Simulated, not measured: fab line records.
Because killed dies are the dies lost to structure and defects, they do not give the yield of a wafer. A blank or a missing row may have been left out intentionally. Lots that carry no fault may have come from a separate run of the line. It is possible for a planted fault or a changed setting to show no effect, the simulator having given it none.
Chamber matching / flow sfq_line / SFQ_TRILAYER_I2_DEP_PECVD_063 on pecvd-04 has 3 sister chambers
The step deposits SiO2 from SiH4/N2O, time 111.11 s, target thk 500 nm. 6 wafers are shown with their chamber, then 7 later ones without.

## EACH WAFER AND ITS CHAMBER
wafer=L657.3; chamber=0; throttle_valve_pct (%)=22.3; heater_power_w (W)=71
wafer=L657.4; chamber=0; throttle_valve_pct (%)=22.2; heater_power_w (W)=74
wafer=L664.4; chamber=1; throttle_valve_pct (%)=24.8; heater_power_w (W)=84
wafer=L664.6; chamber=2; throttle_valve_pct (%)=23.2; heater_power_w (W)=72
wafer=L667.1; chamber=1; throttle_valve_pct (%)=24.9; heater_power_w (W)=83
wafer=L667.2; chamber=2; throttle_valve_pct (%)=23.4; heater_power_w (W)=78

## WAFERS WHOSE CHAMBER IS MISSING
wafer=L667.5; throttle_valve_pct (%)=25.0; heater_power_w (W)=82
wafer=L668.2; throttle_valve_pct (%)=23.6; heater_power_w (W)=78
wafer=L668.5; throttle_valve_pct (%)=23.4; heater_power_w (W)=79
wafer=L668.6; throttle_valve_pct (%)=25.0; heater_power_w (W)=82
wafer=L670.2; throttle_valve_pct (%)=22.5; heater_power_w (W)=69
wafer=L670.4; throttle_valve_pct (%)=23.4; heater_power_w (W)=79
wafer=L670.6; throttle_valve_pct (%)=23.7; heater_power_w (W)=79

## EACH ONE'S CHAMBER
wafer=L667.5; from the rows above=1; in truth=1
wafer=L668.2; from the rows above=2; in truth=2
wafer=L668.5; from the rows above=2; in truth=2
wafer=L668.6; from the rows above=1; in truth=1
wafer=L670.2; from the rows above=0; in truth=0
wafer=L670.4; from the rows above=2; in truth=2
wafer=L670.6; from the rows above=2; in truth=2
Placed correctly: 7 of 7. From these rows, 0 cannot be placed. Number placed wrongly: 0.
How it was worked out, from the rows above alone: a wafer's distance from a chamber is the root of the sum, over the readings, of the square of ((its reading less the chamber's mean) divided by the reading's scatter). If the next closest chamber is less than 2 further off than the closest, the wafer can't be placed; otherwise it belongs to the closest. Each chamber's mean is taken over the wafers shown for it. The scatter: take each reading less its chamber's mean, square it, sum over the shown wafers, divide by the number of wafers less the number of chambers, and take the root.
